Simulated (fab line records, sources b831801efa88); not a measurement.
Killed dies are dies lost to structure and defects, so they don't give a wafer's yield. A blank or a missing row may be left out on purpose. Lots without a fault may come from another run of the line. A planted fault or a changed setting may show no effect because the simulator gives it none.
A struck lot beside a sound one | flow sky130 | 16 steps out of a route of 708
Sound: wafers L287.2, L287.3, L287.4. Struck: wafers L305.1, L305.2, L305.5. The cause comes at the end.
At each step with rows: each side's tool, then ch and its chambers, then its first start. Under that, the readings that differ: sound wafers | struck wafers | difference of the means | sigmas: that difference in standard deviations of wafers without a fault.
alike: readings whose means differ by less than 2 such deviations, and words and numbers that are the same on both sides. not compared: withheld readings, readings that some wafer has no value for, bounds like >300 that may hide the same value, and numbers for which the record gives no deviation and whose values overlap.
The two part at a step that has a row with sigmas, a row that says differs or no value, or rows on one side only. Numbers that don't overlap but have no deviation are shown without sigmas and don't part them. A reading that every wafer of one side lacks parts them only if that side has two wafers or more.

first, 5 steps without rows for these wafers: SKY_SONOS_TUNNEL_COAT_02 (resist thk 1140 nm); SKY_SONOS_TUNNEL_SOFTBAKE_03 (time 60 s); SKY_SONOS_TUNNEL_EXPOSE_04 (exposes mask TUNM, target cd 410 nm); SKY_SONOS_TUNNEL_PEB_05; SKY_SONOS_TUNNEL_DEVELOP_06 (develop time 60 s).
SKY_SONOS_TUNNEL_CD_MEAS_07: target cd 410 nm.
  sound on cd_sem-02, day 12 08:14; struck on cd_sem-01, day 18 16:25
  alike: cd_nm
SKY_SONOS_TUNNEL_OVL_MEAS_08:
  sound on overlay-01, day 12 08:20; struck on overlay-02, day 18 16:32
  alike: SONOS_TUNNEL_OVL
then, 3 steps without rows for these wafers: SKY_SONOS_TUNNEL_IMPLANT_09; SKY_SONOS_TUNNEL_WET_ETCH_10 (etches SiO2 in dHF, target depth 14 nm, time 280 s); SKY_SONOS_TUNNEL_STRIP_11 (strips in SPM, time 600 s).
SKY_SONOS_TUNNEL_TW_MEAS_12:
  sound on film_metro-02, day 12 08:47; struck on film_metro-04, day 18 16:59
  reading         | sound             | struck            | difference | sigmas
  SONOS_TUNNEL_TW | 199.1 198.4 198.7 | 195.6 194.0 193.7 | -4.3       | -3
then, 1 step without rows for these wafers: SKY_SONOS_TUNNEL_CLEAN_13 (cleans in dHF, time 20 s).
SKY_SONOS_ONO_OXIDATION_00: stabilise 600 s, purge 300 s, target thk 2.6 nm.
  sound on furnace-01 ch 0, day 12 10:19; struck on furnace-02 ch 0, day 18 17:24
  reading                                          | sound                | struck               | difference | sigmas
  spike_tc_bottom_C (C)                            | 822.6 819.6 822.0    | 829.7 831.3 828.5    | +8.4       | +6
  spike_tc_centre_C (C)                            | 799.9 801.3 799.9    | 805.7 807.0 804.9    | +5.5       | +6
  spike_tc_lower_C (C)                             | 803.5 801.7 800.9    | 806.3 804.8 803.0    | +2.7       | +2
  spike_tc_top_C (C)                               | 814.5 815.9 815.2    | 825.9 825.1 823.7    | +9.7       | +4
  spike_tc_upper_C (C)                             | 798.4 798.9 799.0    | 806.9 806.3 806.0    | +7.6       | +5
  tube_center_temp_C (C)                           | 799.97 799.88 799.92 | 805.18 805.14 805.05 | +5.20      | +72
  tube_center_temp_C_max                           | 802.8 801.8 801.9    | 807.0 806.8 807.1    | +4.8       | +13
  zone_power_upper_pct (%)                         | 13.0 13.3 13.4       | 14.0 14.2 14.0       | +0.8       | +2
  model.SiO2_of_SONOS_ONO_OXIDATION_00.thk_nm (nm) | 2.595 2.627 2.614    | 2.787 2.797 2.825    | +0.191     |
SKY_SONOS_ONO_THK_MEAS_01:
  sound on film_metro-03, day 12 11:40; struck on film_metro-01, day 18 18:45
  reading                      | sound          | struck         | difference | sigmas
  SONOS_ONO_OXIDATION_THK (nm) | 2.60 2.64 2.62 | 2.75 2.79 2.83 | +0.17      | +3
then, 1 step without rows for these wafers: SKY_SONOS_ONO_CVD_02 (deposits Si3N4 from DCS/NH3, target thk 10.5 nm, time 180 s).
-- the record jumps here: 32 days lie between the struck wafers' starts before and after (it left off in module SONOS_ONO and takes up again in module PAD_OPEN, whose first step shown is number 708 of the route) --
SKY_PAD_OPEN_PROBE_99:
  sound on prober-01, day 46 15:32; struck on prober-01, day 50 21:08
  reading                           | sound                | struck              | difference | sigmas
  model.etest.sonos_erased.vt_v (V) | -2.309 -2.205 -2.238 | -2.169 -2.19 -2.122 | +0.090     |
  alike: killed_at_M0_to_M3, killed_at_M4_up, killed_at_contacts, killed_at_front_end, killed_at_other, killed_dies, killed_on_rim, killed_open, killed_short
  not compared: model.etest.sonos_baked.vt_less_v

WHERE THEY PART
First at SKY_SONOS_TUNNEL_TW_MEAS_12; last, within this record, at SKY_SONOS_ONO_THK_MEAS_01. Later steps at which nothing parts them and some readings are alike: SKY_PAD_OPEN_PROBE_99.

WHY: what the simulator had put in
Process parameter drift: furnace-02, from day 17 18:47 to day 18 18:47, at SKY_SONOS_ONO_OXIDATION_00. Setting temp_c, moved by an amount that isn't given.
